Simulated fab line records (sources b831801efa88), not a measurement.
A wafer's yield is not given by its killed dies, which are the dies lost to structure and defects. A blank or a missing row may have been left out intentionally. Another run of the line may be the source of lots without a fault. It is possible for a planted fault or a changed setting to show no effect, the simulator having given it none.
Commonality check across tools :: flow sky130 :: Sampled: 12 lots, 42 wafers

== REASON FOR OPENING ==
SKY_FIELD_ISO_THK_MEAS_02, reading FIELD_ISO_OXIDATION_00_THK: flagged on 2 of 12 lots. Fault-free wafers read 12.00 nm, with a standard deviation of 0.22.
Rule: a lot is flagged when every wafer of it that has a number lies more than 4 standard deviations from that mean, or none has a number. The rest of the lots are taken to be sound.

lot: L826
measured: day 1 12:26
on: filmMetro-01
FIELD_ISO_OXIDATION_00_THK (nm), wafer by wafer: 12.12 11.93 12.06
flag: 

lot: L827
measured: day 1 19:15
on: filmMetro-04
FIELD_ISO_OXIDATION_00_THK (nm), wafer by wafer: 12.09 12.07 11.96
flag: 

lot: L829
measured: day 2 04:01
on: filmMetro-04
FIELD_ISO_OXIDATION_00_THK (nm), wafer by wafer: 11.96 11.90 11.92
flag: 

lot: L830
measured: day 2 09:41
on: filmMetro-01
FIELD_ISO_OXIDATION_00_THK (nm), wafer by wafer: 11.85 11.97 11.74
flag: 

lot: L831
measured: day 2 15:26
on: filmMetro-01
FIELD_ISO_OXIDATION_00_THK (nm), wafer by wafer: 19.10 18.75 18.37 19.11 18.79 18.44
flag: FLAGGED

lot: L832
measured: day 2 20:09
on: filmMetro-04
FIELD_ISO_OXIDATION_00_THK (nm), wafer by wafer: 19.11 19.10 19.21 19.19 19.09 19.28
flag: FLAGGED

lot: L843
measured: day 5 01:30
on: filmMetro-03
FIELD_ISO_OXIDATION_00_THK (nm), wafer by wafer: 12.34 12.39 12.37
flag: 

lot: L844
measured: day 5 05:38
on: filmMetro-04
FIELD_ISO_OXIDATION_00_THK (nm), wafer by wafer: 11.55 11.64 11.67
flag: 

lot: L845
measured: day 5 11:31
on: filmMetro-03
FIELD_ISO_OXIDATION_00_THK (nm), wafer by wafer: 12.03 11.91 11.71
flag: 

lot: L846
measured: day 5 15:55
on: filmMetro-03
FIELD_ISO_OXIDATION_00_THK (nm), wafer by wafer: 12.29 12.12 12.07
flag: 

lot: L848
measured: day 6 03:45
on: filmMetro-01
FIELD_ISO_OXIDATION_00_THK (nm), wafer by wafer: 12.37 12.19 12.31
flag: 

lot: L849
measured: day 6 07:42
on: filmMetro-01
FIELD_ISO_OXIDATION_00_THK (nm), wafer by wafer: 11.71 11.77 11.94
flag: 
Average over the flagged lots: 18.96 nm; offset from the usual +6.96 nm, equal to +32 standard deviations.

== LOT BY LOT: THE TOOL USED ==
The record holds 1 process step before the reading, out of a route of 708 steps. Every cell lists first the tool, next ch and the chambers used by the sampled wafers, and last the start.
lot: L826
flag: 
SKY_FIELD_ISO_OXIDATION_01: furnace-01 ch 0, day 1 10:56

lot: L827
flag: 
SKY_FIELD_ISO_OXIDATION_01: furnace-02 ch 0, day 1 17:43

lot: L829
flag: 
SKY_FIELD_ISO_OXIDATION_01: furnace-01 ch 0, day 2 02:30

lot: L830
flag: 
SKY_FIELD_ISO_OXIDATION_01: furnace-01 ch 0, day 2 08:10

lot: L831
flag: FLAGGED
SKY_FIELD_ISO_OXIDATION_01: furnace-02 ch 0, day 2 12:02 and furnace-01 ch 0, day 2 13:53

lot: L832
flag: FLAGGED
SKY_FIELD_ISO_OXIDATION_01: furnace-02 ch 0, day 2 16:11 and furnace-01 ch 0, day 2 18:38

lot: L843
flag: 
SKY_FIELD_ISO_OXIDATION_01: furnace-01 ch 0, day 4 23:59

lot: L844
flag: 
SKY_FIELD_ISO_OXIDATION_01: furnace-02 ch 0, day 5 04:07

lot: L845
flag: 
SKY_FIELD_ISO_OXIDATION_01: furnace-02 ch 0, day 5 10:01

lot: L846
flag: 
SKY_FIELD_ISO_OXIDATION_01: furnace-02 ch 0, day 5 14:24

lot: L848
flag: 
SKY_FIELD_ISO_OXIDATION_01: furnace-01 ch 0, day 6 02:14

lot: L849
flag: 
SKY_FIELD_ISO_OXIDATION_01: furnace-01 ch 0, day 6 06:10
What the steps here do:
- SKY_FIELD_ISO_OXIDATION_01: stabilise 600 s, purge 300 s, target thk 12 nm.
- SKY_FIELD_ISO_THK_MEAS_02

== FLAGGED AGAINST TOTAL, ONE TOOL AT A TIME (gauges that did the reading follow at the end) ==
step: SKY_FIELD_ISO_OXIDATION_01
tool: furnace-01
lots run: 8
flagged: 2
share of the flagged lots: all
sound lots run after its first flagged lot: 3 (L843,L848,L849)

step: SKY_FIELD_ISO_OXIDATION_01
tool: furnace-02
lots run: 6
flagged: 2
share of the flagged lots: all
sound lots run after its first flagged lot: 3 (L844,L845,L846)

step: SKY_FIELD_ISO_THK_MEAS_02
tool: filmMetro-01
lots run: 5
flagged: 1
share of the flagged lots: some
sound lots run after its first flagged lot: 2 (L848,L849)

step: SKY_FIELD_ISO_THK_MEAS_02
tool: filmMetro-03
lots run: 3
flagged: 0
share of the flagged lots: none
sound lots run after its first flagged lot: -

step: SKY_FIELD_ISO_THK_MEAS_02
tool: filmMetro-04
lots run: 4
flagged: 1
share of the flagged lots: some
sound lots run after its first flagged lot: 1 (L844)

== THE TABLE: WHAT IT ALLOWS ==
Every flagged lot went through 2 rows of the table: furnace-01 at SKY_FIELD_ISO_OXIDATION_01 and furnace-02 at SKY_FIELD_ISO_OXIDATION_01.
- furnace-01 at SKY_FIELD_ISO_OXIDATION_01: 2 of its 8 lots flagged. After the first flagged lot (L843, L848, L849), sound lots still ran on it; a lasting fault on the whole tool would not permit that.
- furnace-02 at SKY_FIELD_ISO_OXIDATION_01: 2 of its 6 lots flagged. After the first flagged lot (L844, L845, L846), sound lots still ran on it; a lasting fault on the whole tool would not permit that.
Every row of the table either missed a flagged lot or ran a sound lot after the first.

== WHAT WAS PUT IN BY THE SIMULATOR ==
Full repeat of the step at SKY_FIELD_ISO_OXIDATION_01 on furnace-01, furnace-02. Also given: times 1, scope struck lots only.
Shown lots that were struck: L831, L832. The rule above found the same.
